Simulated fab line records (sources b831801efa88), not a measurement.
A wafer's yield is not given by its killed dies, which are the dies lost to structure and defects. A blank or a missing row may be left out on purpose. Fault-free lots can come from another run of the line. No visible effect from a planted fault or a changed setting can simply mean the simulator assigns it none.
2 desks looking at one fault    flow gf180mcu    each desk holds nothing but its own numbers, with what lay behind them at the end

METROLOGY DESK
Means of the sampled wafers that have a number, per lot and without regard to the tool the lot ran on: this is what the gauges read. The brackets show how far a lot's mean lies from the usual mean; more than 4 standard deviations puts the lot out of limits, marked OUT.
Columns: A = M1_ALCU_RS at GF_M1_RS_MEAS_05, usual 0.0701 ohm/sq; B = M1_ALCU_THK at GF_M1_THK_MEAS_06, usual 450 nm; C = cdNm at GF_M1_CD_MEAS_14, usual 230.2 nm; D = M1_OVL at GF_M1_OVL_MEAS_15, usual 3 nm
lot   first seen here  A       B    C                 D
L846  day 17 12:04     0.0698  447  230.3             1
L850  day 19 00:50     0.0695  454  230.1             3
L857  day 21 08:04     0.0701  448  221.6 (-7.8) OUT  3
L860  day 22 08:20     0.0701  453  229.4             -1
L864  day 23 19:06     0.0695  457  231.2             -5
This desk's finding: out of limits on L857; first on L857, day 22 07:43 (cdNm at GF_M1_CD_MEAS_14). L846, L850, L860, L864 stayed within limits.

AT THE TOOL OWNER'S DESK: krfScanner-01
The tool's own readings at GF_M1_EXPOSE_11 (exposes mask Metal1, target cd 230 nm): means of the sampled wafers that have a number, for each lot that ran on this tool. The brackets show how far a lot's mean lies from the usual mean; more than 4 standard deviations puts the lot out of limits, marked OUT.
Columns: A = exposureDoseMJCm2 at GF_M1_EXPOSE_11, usual 28.003
lot   first seen here  A
L846  day 18 00:24     27.969
L857  day 21 19:51     27.536 (-16) OUT
This desk's finding: out of limits on L857; first on L857, day 21 19:51 (exposureDoseMJCm2 at GF_M1_EXPOSE_11). L846 stayed within limits.

PUT TOGETHER
An alarm could have come from the tool owner's desk at day 21 19:51, on L857.
An alarm was possible from the metrology desk at day 22 07:43, on L857.
All the named lots went through GF_M1_EXPOSE_11 on krfScanner-01.

WHAT HAD BEEN PUT IN BY THE SIMULATOR
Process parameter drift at GF_M1_EXPOSE_11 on krfScanner-01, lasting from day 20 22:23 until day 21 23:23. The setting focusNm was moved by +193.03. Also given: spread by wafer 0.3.
Struck lots among those shown: L857.
Delay (hours) between the fault's onset and each desk's first out-of-limits reading: 21 at the tool owner's desk, 33 at the metrology desk.
